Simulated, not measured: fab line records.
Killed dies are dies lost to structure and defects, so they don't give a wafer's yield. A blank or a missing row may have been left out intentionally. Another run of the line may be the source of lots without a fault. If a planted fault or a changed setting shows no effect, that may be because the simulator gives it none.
The tool behind it: which one?	flow sky130	13 lots with 39 wafers sampled at 5 steps, on a route of 708 steps

WHAT THE GAUGES READ, wafer by wafer
SKY_PWDE_OVL_MEAS_07.
lot	measured	on	PWDE_OVL (nm)
L477	day 3 20:00	overlay-01	-2.3 -2.1 -0.7
L479	day 4 09:24	overlay-01	2.0 0.4 0.1
L481	day 4 18:38	overlay-02	0.5 1.4 -0.6
L482	day 5 01:56	overlay-01	-0.5 -2.7 -1.4
L485	day 5 17:59	overlay-01	1.3 0.4 -0.3
L489	day 6 15:15	overlay-01	-1.7 -1.8 -2.1
L490	day 6 19:12	overlay-02	-1.4 -1.3 -2.2
L493	day 7 12:32	overlay-01	0.4 -0.2 -0.4
L494	day 8 00:44	overlay-02	2.2 1.0 1.5
L495	day 8 07:08	overlay-02	-0.3 0.3 -2.0
L498	day 8 19:23	overlay-01	-0.2 -2.3 -2.1
L499	day 8 23:53	overlay-02	-2.7 -1.3 -1.6
L500	day 9 09:14	overlay-01	0.4 0.2 -0.3

SKY_NWELL_OVL_MEAS_23.
lot	measured	on	NWELL_01_OVL (nm)
L477	day 5 07:08	overlay-01	0.4 1.1 0.2
L479	day 5 23:11	overlay-01	0.9 2.3 1.2
L481	day 6 07:53	overlay-02	2.2 2.0 1.7
L482	day 6 15:40	overlay-02	1.8 2.7 4.3
L485	day 7 06:26	overlay-01	-1.3 0.3 0.8
L489	day 8 06:53	overlay-02	1.9 1.1 4.6
L490	day 8 10:56	overlay-02	-2.2 -1.0 -1.1
L493	day 9 05:49	overlay-01	-0.9 -0.7 -0.9
L494	day 9 18:23	overlay-02	-0.4 -0.7 0.7
L495	day 10 00:10	overlay-02	2.7 1.3 1.7
L498	day 10 14:59	overlay-01	0.5 0.7 0.7
L499	day 10 19:29	overlay-01	0.2 -0.8 0.2
L500	day 11 06:25	overlay-01	-1.8 -1.7 -0.7

SKY_VT_ADJUST_HVTP_OVL_MEAS_08.
lot	measured	on	VT_ADJUST_HVTP_OVL (nm)
L477	day 6 01:31	overlay-02	1.8 1.8 1.9
L479	day 6 18:20	overlay-01	0.6 -0.5 0.0
L481	day 7 02:45	overlay-01	0.6 1.3 1.4
L482	day 7 10:46	overlay-02	3.4 1.9 3.5
L485	day 8 03:25	overlay-02	2.3 3.8 3.0
L489	day 9 03:31	overlay-02	0.9 0.7 -0.6
L490	day 9 08:23	overlay-02	1.6 0.9 2.2
L493	day 10 03:20	overlay-02	2.4 1.8 1.1
L494	day 10 17:25	overlay-01	0.9 2.7 1.1
L495	day 10 23:49	overlay-01	-0.3 0.3 -0.5
L498	day 11 15:11	overlay-01	1.2 2.9 1.7
L499	day 11 19:46	overlay-02	3.6 2.7 2.7
L500	day 12 07:26	overlay-01	0.2 1.3 0.7

SKY_VT_ADJUST_LVTN_TW_MEAS_21.
lot	measured	on	VT_ADJUST_LVTN_2_TW
L477	day 7 15:38	filmMetro-01	186.5 185.9 186.8
L479	day 8 10:17	filmMetro-02	189.2 189.3 189.8
L481	day 8 18:50	filmMetro-03	186.5 186.2 187.0
L482	day 9 04:35	filmMetro-03	187.3 187.2 187.3
L485	day 9 20:17	filmMetro-02	187.8 189.5 189.3
L489	day 10 23:05	filmMetro-03	186.5 186.8 186.7
L490	day 11 05:11	filmMetro-03	187.3 186.6 187.1
L493	day 12 02:37	filmMetro-03	188.0 188.5 188.4
L494	day 12 18:36	filmMetro-02	133.6 133.1 133.9
L495	day 12 23:40	filmMetro-01	133.0 132.5 132.9
L498	day 13 17:44	filmMetro-02	187.0 187.1 187.7
L499	day 13 22:23	filmMetro-02	187.9 188.2 187.6
L500	day 14 10:10	filmMetro-02	189.1 188.8 189.7

WHAT TOOL EACH LOT RAN ON (gives the tool, then ch and the chambers of the sampled wafers, and finally the start)
lot	SKY_VT_ADJUST_LVTN_IMPLANT_19
L477	implanter-04 ch 0, day 7 15:23
L479	implanter-04 ch 0, day 8 10:02
L481	implanter-03 ch 0, day 8 18:35
L482	implanter-03 ch 0, day 9 04:22
L485	implanter-04 ch 0, day 9 20:04
L489	implanter-04 ch 0, day 10 22:50
L490	implanter-01 ch 0, day 11 04:56
L493	implanter-03 ch 0, day 12 02:23
L494	implanter-03 ch 0, day 12 18:23
L495	implanter-03 ch 0, day 12 23:25
L498	implanter-01 ch 0, day 13 17:29
L499	implanter-04 ch 0, day 13 22:10
L500	implanter-04 ch 0, day 14 09:56
- SKY_VT_ADJUST_LVTN_IMPLANT_19

WHAT THE TOOLS THEMSELVES READ (means of the sampled wafers that have a number; where no wafer has one, the mark that the record gives instead)
SKY_VT_ADJUST_LVTN_IMPLANT_19.
lot	tool	doseIonsCm2	faradayCurrentUA
L477	implanter-04	6.5e+11	3.63
L479	implanter-04	6.5e+11	3.77
L481	implanter-03	6.5e+11	3.68
L482	implanter-03	6.5e+11	3.76
L485	implanter-04	6.5e+11	3.65
L489	implanter-04	6.5e+11	3.57
L490	implanter-01	6.5e+11	3.71
L493	implanter-03	6.5e+11	3.68
L494	implanter-03	1.8e+11	1.02
L495	implanter-03	1.8e+11	1.00
L498	implanter-01	6.5e+11	3.58
L499	implanter-04	6.5e+11	3.62
L500	implanter-04	6.5e+11	3.66

THE ANSWER, worked out from the rows above alone
Rule: usual is defined by the lots themselves. Put in order of their means at a reading, lots are off if they are a third of the lots or fewer, leave a main group of 4 or more, and stand apart from it by a gap of 3 or more times the standard deviation of the main group's means; of several such gaps the widest counts. If all means in a main group match to the digits the tables above print for the reading, that group is not used. Also off: a lot with no number at a reading for which 4 or more lots have one. Where the step has rows for the other lots, those lots are counted as sound. The gauges are gone through in route order, then the tools' own readings, and for those a lot's mean is taken as printed above. At the first step where some lot is off, the reading lying furthest off is the one used; lots without a number count as furthest.
Off: at SKY_VT_ADJUST_LVTN_TW_MEAS_21 (VT_ADJUST_LVTN_2_TW), L494, L495. Main group: mean 187.7, sd 1.
If a tool, at a process step before that reading, ran all the lots that are off and no sound lot after the first of them, it fits. The gauges at SKY_VT_ADJUST_LVTN_TW_MEAS_21 aren't tried: what is off there is off at SKY_VT_ADJUST_LVTN_IMPLANT_19 too, on other tools, and a gauge's error can't cause that. One candidate fits, namely implanter-03 at SKY_VT_ADJUST_LVTN_IMPLANT_19. Its last sound lot is L493 (day 12 02:23), its first lot that is off L494 (day 12 18:23): a fault that began between those two fits.
The tool's own readings at SKY_VT_ADJUST_LVTN_IMPLANT_19 bear it out: on the lots that are off they differ by more than 5 times the standard deviation of the sound lots' means. doseIonsCm2 reads 1.8e+11 there against 6.5e+11 on the sound lots; faradayCurrentUA reads 1.01 there against 3.66 on the sound lots.

WHAT WAS PUT IN BY THE SIMULATOR
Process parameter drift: implanter-03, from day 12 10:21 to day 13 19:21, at SKY_VT_ADJUST_LVTN_IMPLANT_19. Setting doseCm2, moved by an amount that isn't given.
Shown lots that were struck: L494, L495. This agrees with what the rule above found.
